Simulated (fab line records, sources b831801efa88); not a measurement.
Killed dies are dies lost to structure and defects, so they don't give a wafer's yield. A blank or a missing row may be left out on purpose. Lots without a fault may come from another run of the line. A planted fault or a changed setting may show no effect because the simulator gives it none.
Which tool did it? | flow gf180mcu | 14 lots, 42 wafers sampled, at 5 steps of a route of 602

WHAT THE GAUGES READ, wafer by wafer
GF_MVSD_TW_MEAS_11. Usual: MVSD_TW 1580, standard deviation 7.2.
lot  | measured     | on            | MVSD_TW        | flag
L506 | day 4 11:49  | film_metro-03 | 1578 1578 1578 |
L507 | day 4 15:47  | film_metro-04 | 1593 1603 1598 |
L508 | day 4 20:59  | film_metro-03 | 1572 1574 1570 |
L509 | day 5 07:28  | film_metro-02 | 1588 1595 1590 |
L511 | day 5 16:07  | film_metro-04 | 1583 1581 1573 |
L513 | day 5 22:07  | film_metro-03 | 1582 1579 1579 |
L515 | day 6 12:16  | film_metro-03 | 1579 1583 1583 |
L516 | day 6 18:37  | film_metro-03 | 1574 1576 1576 |
L517 | day 6 23:04  | film_metro-02 | 1588 1586 1583 |
L518 | day 7 09:13  | film_metro-03 | 1581 1583 1583 |
L520 | day 8 05:40  | film_metro-04 | 1577 1569 1584 |
L524 | day 9 00:14  | film_metro-03 | 1588 1583 1576 |
L525 | day 9 04:07  | film_metro-03 | 1580 1586 1581 |
L529 | day 10 00:22 | film_metro-02 | 1593 1581 1583 |

GF_VT_IMPLANT_OVL_MEAS_29. Usual: VT_IMPLANT_02_OVL 0.2 nm, standard deviation 1.3.
lot  | measured     | on         | VT_IMPLANT_02_OVL (nm) | flag
L506 | day 6 20:25  | overlay-01 | 1.1 0.9 0.2            |
L507 | day 7 01:02  | overlay-01 | 0.1 1.3 -0.9           |
L508 | day 7 04:56  | overlay-02 | -0.9 -1.8 -0.3         |
L509 | day 7 18:23  | overlay-02 | 0.9 -0.1 -0.1          |
L511 | day 8 05:10  | overlay-02 | 1.0 0.9 -0.9           |
L513 | day 8 11:58  | overlay-02 | -0.1 -0.7 1.3          |
L515 | day 9 03:53  | overlay-01 | -2.0 -1.5 -1.0         |
L516 | day 9 10:56  | overlay-01 | -0.4 0.4 1.9           |
L517 | day 9 16:56  | overlay-01 | -1.7 -0.1 0.1          |
L518 | day 10 02:52 | overlay-01 | -0.7 1.8 0.2           |
L520 | day 11 03:11 | overlay-01 | 0.5 -1.5 -0.1          |
L524 | day 12 01:02 | overlay-02 | -1.1 0.4 -1.2          |
L525 | day 12 04:08 | overlay-02 | -2.1 -0.4 -1.4         |
L529 | day 13 04:14 | overlay-02 | 1.7 1.4 3.0            |

GF_DUAL_GATE_THK_MEAS_03. Usual: DUAL_GATE_OXIDATION_00_THK 10.86 nm, standard deviation 0.18.
lot  | measured     | on            | DUAL_GATE_OXIDATION_00_THK (nm) | flag
L506 | day 7 14:41  | film_metro-01 | 10.84 10.80 10.98               |
L507 | day 7 19:40  | film_metro-02 | 10.95 11.04 10.93               |
L508 | day 7 23:34  | film_metro-02 | 10.75 10.79 10.93               |
L509 | day 8 14:27  | film_metro-02 | 10.82 10.88 10.83               |
L511 | day 9 02:09  | film_metro-02 | 10.63 10.76 10.97               |
L513 | day 9 07:43  | film_metro-01 | 10.94 10.80 10.77               |
L515 | day 9 23:52  | film_metro-03 | 10.67 10.77 10.68               |
L516 | day 10 07:09 | film_metro-02 | 10.71 10.52 10.52               |
L517 | day 10 14:28 | film_metro-02 | 10.63 10.94 10.58               |
L518 | day 11 00:46 | film_metro-02 | 10.70 10.73 10.60               |
L520 | day 12 00:38 | film_metro-03 | 10.81 10.95 10.84               |
L524 | day 12 23:58 | film_metro-01 | 10.94 10.83 10.92               |
L525 | day 13 01:57 | film_metro-03 | 10.87 10.64 10.70               |
L529 | day 14 02:51 | film_metro-02 | 10.88 10.90 10.78               |

GF_POLY_GATE_THK_MEAS_01. Usual: POLY_GATE_CVD_00_THK 201.0 nm, standard deviation 1.6.
lot  | measured     | on            | POLY_GATE_CVD_00_THK (nm) | flag
L506 | day 8 09:37  | film_metro-04 | 200.7 199.6 201.2         |
L507 | day 8 14:47  | film_metro-01 | 200.9 202.7 201.6         |
L508 | day 8 19:11  | film_metro-04 | 199.0 199.2 198.2         |
L509 | day 9 09:53  | film_metro-02 | 202.4 200.1 202.0         |
L511 | day 9 22:53  | film_metro-01 | 201.2 201.4 202.0         |
L513 | day 10 05:39 | film_metro-04 | 200.1 200.7 200.1         |
L515 | day 10 22:43 | film_metro-02 | 200.0 200.1 200.8         |
L516 | day 11 04:55 | film_metro-01 | 200.0 199.6 198.8         |
L517 | day 11 11:47 | film_metro-01 | 202.4 204.2 202.6         |
L518 | day 11 22:31 | film_metro-04 | 204.6 202.2 204.9         |
L520 | day 12 23:02 | film_metro-01 | 201.2 198.7 200.4         |
L524 | day 13 23:51 | film_metro-02 | 201.7 201.2 203.9         |
L525 | day 14 03:40 | film_metro-04 | 402.0 400.2 402.3         | OFF
L529 | day 15 04:58 | film_metro-02 | 397.1 398.3 396.9         | OFF

WHICH TOOL RAN EACH LOT (tool, then ch and the chambers of the sampled wafers, then the start)
lot  | GF_POLY_GATE_CVD_00
L506 | lpcvd-02 ch 0, day 8 08:17
L507 | lpcvd-02 ch 0, day 8 13:27
L508 | lpcvd-01 ch 1, day 8 17:51
L509 | lpcvd-01 ch 0, day 9 08:33
L511 | lpcvd-01 ch 1, day 9 21:34
L513 | lpcvd-02 ch 1, day 10 04:18
L515 | lpcvd-02 ch 1, day 10 21:23
L516 | lpcvd-02 ch 1, day 11 03:35
L517 | lpcvd-01 ch 0, day 11 10:27
L518 | lpcvd-01 ch 0, day 11 21:10
L520 | lpcvd-02 ch 0, day 12 21:43
L524 | lpcvd-02 ch 1, day 13 22:31
L525 | lpcvd-02 ch 1, day 14 00:49
L529 | lpcvd-01 ch 1, day 15 02:08
- GF_POLY_GATE_CVD_00: deposits poly-Si, target thk 200 nm, time 1200 s.

WHAT THE TOOLS THEMSELVES READ (means of the sampled wafers that have a number; where no wafer has one, the mark that the record gives instead)
GF_POLY_GATE_CVD_00. Usual: spike_tc_upper_C 620.2 C, standard deviation 1.3; zone_power_top_pct 19.3 %, standard deviation 2.2.
lot  | tool     | spike_tc_upper_C (C) | zone_power_top_pct (%) | flag
L506 | lpcvd-02 | 621.8                | 19.4                   |
L507 | lpcvd-02 | 622.2                | 19.3                   |
L508 | lpcvd-01 | 619.7                | 18.8                   |
L509 | lpcvd-01 | 620.8                | 24.6                   |
L511 | lpcvd-01 | 618.9                | 18.8                   |
L513 | lpcvd-02 | 620.0                | 17.7                   |
L515 | lpcvd-02 | 619.4                | 17.5                   |
L516 | lpcvd-02 | 619.5                | 17.7                   |
L517 | lpcvd-01 | 621.0                | 24.8                   |
L518 | lpcvd-01 | 621.1                | 24.8                   |
L520 | lpcvd-02 | 621.4                | 19.5                   |
L524 | lpcvd-02 | 618.9                | 17.8                   |
L525 | lpcvd-02 | 620.0                | 17.8                   |
L529 | lpcvd-01 | 620.4                | 18.9                   |

THE ANSWER, worked out from the rows above alone
Rule: a lot is off if the mean of its wafers that have a number lies more than 3 standard deviations from the usual mean. A lot without any number at a reading at which 4 lots or more have one is off too. The other lots that the step has rows for count as sound. The gauges are gone through in route order, then the tools' own readings, and for those a lot's mean is taken as printed above. The first step at which some lot is off is used, and at that step the reading that is off furthest; a lot without a number counts as furthest.
Off: L525, L529, at GF_POLY_GATE_THK_MEAS_01 (POLY_GATE_CVD_00_THK).
A tool fits if, at a process step before that reading, it ran every lot that is off, and no sound lot after the first of them. The gauges at GF_POLY_GATE_THK_MEAS_01 are tried like those tools. None of those tried fits.

WHAT THE SIMULATOR HAD PUT IN
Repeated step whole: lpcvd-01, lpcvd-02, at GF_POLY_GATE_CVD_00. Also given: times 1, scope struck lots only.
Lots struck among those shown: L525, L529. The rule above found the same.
